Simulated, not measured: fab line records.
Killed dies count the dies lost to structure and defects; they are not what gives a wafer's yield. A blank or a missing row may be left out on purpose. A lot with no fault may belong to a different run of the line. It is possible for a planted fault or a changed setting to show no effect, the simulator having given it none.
Which tool was responsible?    flow sky130    Sampling: 15 lots, 45 wafers, 2 of 708 route steps

WHAT EACH GAUGE READ, for each wafer
SKY_NWELL_RS_MEAS_29: measurement is done with a four-point probe.
lot   measured      on            NWELL_RS (ohm/sq)
L153  day 5 07:06   filmMetro-04  623.9 627.3 625.6
L154  day 5 15:49   filmMetro-02  626.7 625.9 626.2
L155  day 5 17:23   filmMetro-04  625.7 623.6 624.6
L157  day 6 21:34   filmMetro-02  621.5 624.7 624.2
L158  day 7 08:27   filmMetro-02  624.7 624.0 627.0
L160  day 7 13:23   filmMetro-04  628.0 626.1 626.2
L159  day 7 13:43   filmMetro-01  594.0 594.6 593.6 595.0 595.3 593.4
L161  day 7 18:15   filmMetro-04  623.0 623.6 623.7
L162  day 7 23:17   filmMetro-01  594.9 593.9 593.9 595.1 595.0 594.8
L163  day 8 06:25   filmMetro-04  595.9 594.7 594.3 594.6 593.4 594.3
L166  day 8 19:41   filmMetro-02  624.3 625.9 623.0
L170  day 9 12:23   filmMetro-01  624.3 622.7 622.6
L171  day 9 18:11   filmMetro-02  624.3 624.2 624.7
L172  day 10 08:10  filmMetro-01  623.2 620.9 622.0
L175  day 10 21:08  filmMetro-04  625.2 624.4 627.2

TOOL THAT RAN EACH LOT (tool first, then ch and the chambers of the sampled wafers, then the start)
lot   SKY_NWELL_IMPLANT_12
L153  implanter-02 ch 0, day 4 13:48
L154  implanter-02 ch 0, day 4 21:47
L155  implanter-02 ch 0, day 4 23:08
L157  implanter-01 ch 0, day 6 01:31
L158  implanter-02 ch 0, day 6 12:29
L160  implanter-04 ch 0, day 6 16:55
L159  implanter-02 ch 0, day 6 17:15
L161  implanter-04 ch 0, day 6 21:33
L162  implanter-04 ch 0, day 7 03:19
L163  implanter-02 ch 0, day 7 09:08
L166  implanter-01 ch 0, day 7 22:28
L170  implanter-04 ch 0, day 8 15:26
L171  implanter-02 ch 0, day 8 20:28
L172  implanter-02 ch 0, day 9 09:09
L175  implanter-01 ch 0, day 9 21:59
- SKY_NWELL_IMPLANT_12

AS READ BY THE TOOLS THEMSELVES (means over the sampled wafers that have a number; for cases with no such wafer, the mark the record gives instead)
The record holds no such reading with a usual standard deviation.

THE ANSWER, worked out from the rows above alone
Rule: the lots themselves supply what counts as usual. The widest of any qualifying gaps counts: lots, ordered by their means at a reading, are off when they make up no more than a third of the lots, leave a main group of 4 or more, and stand apart from it by 3 or more times the standard deviation of that group's means. A main group whose means are all the same, to the digits that the tables above print for the reading, isn't used. Also off: a lot with no number at a reading for which 4 or more lots have one. Where the step has rows for the other lots, those lots are counted as sound. First the gauges in route order, then the tools' own readings, where a lot's mean is used as printed above. The first step at which some lot is off is used, and at that step the reading that is off furthest; a lot without a number counts as furthest.
Off: L159, L162, L163, seen at SKY_NWELL_RS_MEAS_29 (NWELL_RS). Main group: mean 624.6 ohm/sq, sd 1.3.
If a tool, at a process step before that reading, ran all the lots that are off and no sound lot after the first of them, it fits. Those tools and the gauges at SKY_NWELL_RS_MEAS_29 are tried in the same way. Of those tried, none fits.

WHAT THE SIMULATOR PUT IN
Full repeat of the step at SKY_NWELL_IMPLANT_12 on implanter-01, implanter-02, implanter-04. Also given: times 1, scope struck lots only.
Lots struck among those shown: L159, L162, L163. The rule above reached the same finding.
